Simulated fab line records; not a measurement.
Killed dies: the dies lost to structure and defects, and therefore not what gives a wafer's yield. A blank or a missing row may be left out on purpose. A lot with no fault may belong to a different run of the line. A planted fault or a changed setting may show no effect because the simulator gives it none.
Which tool did it? -- flow gf180mcu -- 6 lots, 18 wafers sampled, at 3 steps of a route of 602

== WHAT THE GAUGES READ, wafer by wafer ==
GF_M4_RS_MEAS_05: a four-point-probe measurement.
lot,measured,on,M4_ALCU_RS (ohm/sq)
L301,day 23 08:34,filmMetro-03,0.0689 0.0694 0.0703
L303,day 24 07:55,filmMetro-02,0.0704 0.0700 0.0707
L305,day 24 20:46,filmMetro-03,0.0683 0.0694 0.0690
L309,day 26 08:24,filmMetro-03,0.0702 0.0698 0.0712
L312,day 27 02:49,filmMetro-02,0.0703 0.0700 0.0704
L316,day 28 12:42,filmMetro-01,0.0699 0.0699 0.0702

== TOOL THAT RAN EACH LOT (tool first, then ch and the chambers of the sampled wafers, then the start) ==
lot,GF_V3_CMP_04,GF_M4_SPUTTER_01
L301,"cmp-01 ch 0,1,3, day 22 07:08","pvdSputter-04, day 23 08:27"
L303,"cmp-02 ch 0,2,3, day 23 06:45","pvdSputter-04, day 24 07:48"
L305,"cmp-02 ch 2,3, day 23 20:34","pvdSputter-01, day 24 20:38"
L309,"cmp-02 ch 0,1, day 25 08:53","pvdSputter-04, day 26 08:14"
L312,"cmp-01 ch 0,1,3, day 26 04:14","pvdSputter-03, day 27 02:41"
L316,"cmp-02 ch 0,3, day 27 14:02","pvdSputter-03, day 28 12:32"
- GF_V3_CMP_04: polishes SiO2.
- GF_M4_SPUTTER_01: material TiN, target thk 30 nm, time 25 s.

== THE ANSWER, worked out from the rows above alone ==
Rule: usual is defined by the lots themselves. The widest of any qualifying gaps counts: lots, ordered by their means at a reading, are off when they make up no more than a third of the lots, leave a main group of 4 or more, and stand apart from it by 3 or more times the standard deviation of that group's means. A main group whose means are all the same, to the digits that the tables above print for the reading, isn't used. Also off: a lot with no number at a reading for which 4 or more lots have one. Any other lot the step has rows for is counted as sound.
Nothing can be told from this: no lot is off at any reading shown.

== WHAT THE SIMULATOR HAD INSERTED ==
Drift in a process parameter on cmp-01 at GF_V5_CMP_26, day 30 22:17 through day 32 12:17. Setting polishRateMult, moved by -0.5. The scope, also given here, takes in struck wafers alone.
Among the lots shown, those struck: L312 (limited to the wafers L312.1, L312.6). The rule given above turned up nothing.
